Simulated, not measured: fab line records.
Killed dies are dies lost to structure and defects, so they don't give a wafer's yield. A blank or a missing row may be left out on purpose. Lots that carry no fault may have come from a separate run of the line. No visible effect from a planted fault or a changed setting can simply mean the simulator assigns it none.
The tool behind it: which one? + flow gf180mcu + 12 lots with 36 wafers sampled at 5 steps, on a route of 602 steps

WHAT THE GAUGES READ, wafer by wafer
No reading from a measuring or inspecting step in the record can be judged against a usual standard deviation.

WHAT TOOL EACH LOT RAN ON (gives the tool, then ch and the chambers of the sampled wafers, and finally the start)
| lot  | GF_V1_CVD_02                    | GF_V1_CMP_04                  | GF_V1_ETCH_17                                | GF_M2_SPUTTER_00            | GF_M2_SPUTTER_03            |
|------|---------------------------------|-------------------------------|----------------------------------------------|-----------------------------|-----------------------------|
| L711 | pecvd-04 ch 1,2, day 16 23:37   | cmp-02 ch 0,1,2, day 16 23:48 | rieDiel-02 ch 0,2,3, day 18 01:29 or earlier | pvdSputter-02, day 18 01:29 | pvdSputter-02, day 18 01:38 |
| L713 | pecvd-02 ch 0,2, day 17 19:47   | cmp-01 ch 0,1,3, day 17 19:58 | rieDiel-04 ch 0,3, day 18 21:39 or earlier   | pvdSputter-04, day 18 21:39 | pvdSputter-04, day 18 21:49 |
| L714 | pecvd-04 ch 0,1,2, day 18 06:17 | cmp-01 ch 0,1, day 18 06:25   | rieDiel-02 ch 1,2,3, day 19 08:08 or earlier | pvdSputter-02, day 19 08:08 | pvdSputter-02, day 19 08:18 |
| L715 | pecvd-03 ch 0,1, day 18 10:31   | cmp-02 ch 0,1,2, day 18 10:44 | rieDiel-02 ch 2,3, day 19 12:16 or earlier   | pvdSputter-02, day 19 12:16 | pvdSputter-02, day 19 12:25 |
| L717 | pecvd-03 ch 0,2, day 19 11:07   | cmp-01 ch 0,1,3, day 19 11:17 | rieDiel-04 ch 0,1,3, day 20 13:20 or earlier | pvdSputter-01, day 20 13:20 | pvdSputter-01, day 20 13:29 |
| L719 | pecvd-04 ch 0,1, day 20 08:02   | cmp-01 ch 1,2,3, day 20 08:16 | rieDiel-04 ch 0,3, day 21 09:34 or earlier   | pvdSputter-01, day 21 09:34 | pvdSputter-01, day 21 09:44 |
| L724 | pecvd-04 ch 0,2, day 22 00:08   | cmp-02 ch 0,1,3, day 22 00:16 | rieDiel-03 ch 0,1, day 23 01:41 or earlier   | pvdSputter-01, day 23 01:41 | pvdSputter-01, day 23 01:51 |
| L729 | pecvd-04 ch 0,1,2, day 23 20:49 | cmp-02 ch 1,2, day 23 21:00   | rieDiel-04 ch 0,1,3, day 24 20:33 or earlier | pvdSputter-01, day 24 20:33 | pvdSputter-01, day 24 20:43 |
| L730 | pecvd-03 ch 0,1,2, day 24 02:19 | cmp-01 ch 0,1,2, day 24 02:27 | rieDiel-04 ch 0,1,3, day 25 02:14 or earlier | pvdSputter-02, day 25 02:14 | pvdSputter-02, day 25 02:24 |
| L732 | pecvd-04 ch 1,2, day 24 20:10   | cmp-01 ch 0,1,2, day 24 20:33 | rieDiel-04 ch 0,1,2, day 25 19:55 or earlier | pvdSputter-01, day 25 19:55 | pvdSputter-01, day 25 20:04 |
| L733 | pecvd-03 ch 0,2, day 25 00:45   | cmp-01 ch 0,2, day 25 00:53   | rieDiel-02 ch 0,2, day 25 23:33 or earlier   | pvdSputter-04, day 25 23:33 | pvdSputter-04, day 25 23:43 |
| L734 | pecvd-02 ch 0,1,2, day 25 03:15 | cmp-01 ch 0,1, day 25 03:21   | rieDiel-03 ch 0,1,3, day 26 02:01 or earlier | pvdSputter-02, day 26 02:01 | pvdSputter-02, day 26 02:10 |
- GF_V1_CVD_02: deposits SiO2 from TEOS, target thk 850 nm, time 94.851 s.
- GF_V1_CMP_04: polishes SiO2.
- GF_V1_ETCH_17: etches SiO2 in C4F8/O2/Ar, stops on TiN, target depth 630 nm.
- GF_M2_SPUTTER_00: material Ti, target thk 37.5 nm, time 150 s.
- GF_M2_SPUTTER_03: material Ti, target thk 10 nm, time 6.7 s.

WHAT THE TOOLS THEMSELVES READ (means of the sampled wafers that have a number; where no wafer has one, the mark that the record gives instead)
GF_V1_CVD_02.
| lot  | tool     | heaterPowerW (W) |
|------|----------|------------------|
| L711 | pecvd-04 | 706              |
| L713 | pecvd-02 | 707              |
| L714 | pecvd-04 | 642              |
| L715 | pecvd-03 | 691              |
| L717 | pecvd-03 | 677              |
| L719 | pecvd-04 | 644              |
| L724 | pecvd-04 | 748              |
| L729 | pecvd-04 | 671              |
| L730 | pecvd-03 | 688              |
| L732 | pecvd-04 | 698              |
| L733 | pecvd-03 | 606              |
| L734 | pecvd-02 | 735              |

GF_V1_CMP_04.
| lot  | tool   | motorCurrentA (A) | timeToEndpointS (s) |
|------|--------|-------------------|---------------------|
| L711 | cmp-02 | 12.8              | 77                  |
| L713 | cmp-01 | 11.1              | 83                  |
| L714 | cmp-01 | 11.3              | 72                  |
| L715 | cmp-02 | 12.7              | 73                  |
| L717 | cmp-01 | 11.4              | 73                  |
| L719 | cmp-01 | 11.7              | 79                  |
| L724 | cmp-02 | 11.6              | 79                  |
| L729 | cmp-02 | 12.8              | 76                  |
| L730 | cmp-01 | 11.6              | 75                  |
| L732 | cmp-01 | 11.4              | 72                  |
| L733 | cmp-01 | 12.0              | 76                  |
| L734 | cmp-01 | 11.3              | 79                  |

GF_V1_ETCH_17.
| lot  | tool       | biasW (W) | oesProductAu (a.u.) |
|------|------------|-----------|---------------------|
| L711 | rieDiel-02 | 1200      | 0.852               |
| L713 | rieDiel-04 | 1200      | 0.850               |
| L714 | rieDiel-02 | 1205      | 0.858               |
| L715 | rieDiel-02 | 1206      | 0.853               |
| L717 | rieDiel-04 | 1199      | 0.857               |
| L719 | rieDiel-04 | 1204      | 0.841               |
| L724 | rieDiel-03 | 1202      | 0.857               |
| L729 | rieDiel-04 | 1197      | 0.858               |
| L730 | rieDiel-04 | 1204      | 0.859               |
| L732 | rieDiel-04 | 1202      | 0.856               |
| L733 | rieDiel-02 | 1201      | 0.852               |
| L734 | rieDiel-03 | 1199      | 0.854               |

GF_M2_SPUTTER_00.
| lot  | tool          | throttleValvePct (%) |
|------|---------------|----------------------|
| L711 | pvdSputter-02 | 29.7                 |
| L713 | pvdSputter-04 | 29.4                 |
| L714 | pvdSputter-02 | 29.2                 |
| L715 | pvdSputter-02 | 29.3                 |
| L717 | pvdSputter-01 | 29.4                 |
| L719 | pvdSputter-01 | 29.2                 |
| L724 | pvdSputter-01 | 29.0                 |
| L729 | pvdSputter-01 | 29.4                 |
| L730 | pvdSputter-02 | 29.2                 |
| L732 | pvdSputter-01 | 28.5                 |
| L733 | pvdSputter-04 | 29.7                 |
| L734 | pvdSputter-02 | 28.7                 |

GF_M2_SPUTTER_03.
| lot  | tool          | throttleValvePct (%) |
|------|---------------|----------------------|
| L711 | pvdSputter-02 | 29.8                 |
| L713 | pvdSputter-04 | 29.3                 |
| L714 | pvdSputter-02 | 29.2                 |
| L715 | pvdSputter-02 | 29.1                 |
| L717 | pvdSputter-01 | 29.5                 |
| L719 | pvdSputter-01 | 29.1                 |
| L724 | pvdSputter-01 | 29.1                 |
| L729 | pvdSputter-01 | 29.5                 |
| L730 | pvdSputter-02 | 29.3                 |
| L732 | pvdSputter-01 | 28.5                 |
| L733 | pvdSputter-04 | 29.7                 |
| L734 | pvdSputter-02 | 28.6                 |

THE ANSWER, worked out from the rows above alone
Rule: the usual values come from the lots themselves. The widest of any qualifying gaps counts: lots, ordered by their means at a reading, are off when they make up no more than a third of the lots, leave a main group of 4 or more, and stand apart from it by 3 or more times the standard deviation of that group's means. A main group whose means are all the same, to the digits that the tables above print for the reading, isn't used. Also off: a lot with no number at a reading for which 4 or more lots have one. Any other lot the step has rows for is counted as sound. First the gauges in route order, then the tools' own readings, where a lot's mean is used as printed above. The first step at which some lot is off is used, and at that step the reading that is off furthest; a lot without a number counts as furthest.
Off: L719 (GF_V1_ETCH_17, oesProductAu). The main group has a mean of 0.855 a.u. with a standard deviation of 0.0029.
If a tool, at that step or one of the process steps before it, ran each lot that is off and ran no sound lot following the first of them, it fits. GF_V1_ETCH_17: start missing for some lots; hours and lot order therefore follow GF_M2_SPUTTER_00. None of those tried fits.

WHAT THE SIMULATOR PUT IN
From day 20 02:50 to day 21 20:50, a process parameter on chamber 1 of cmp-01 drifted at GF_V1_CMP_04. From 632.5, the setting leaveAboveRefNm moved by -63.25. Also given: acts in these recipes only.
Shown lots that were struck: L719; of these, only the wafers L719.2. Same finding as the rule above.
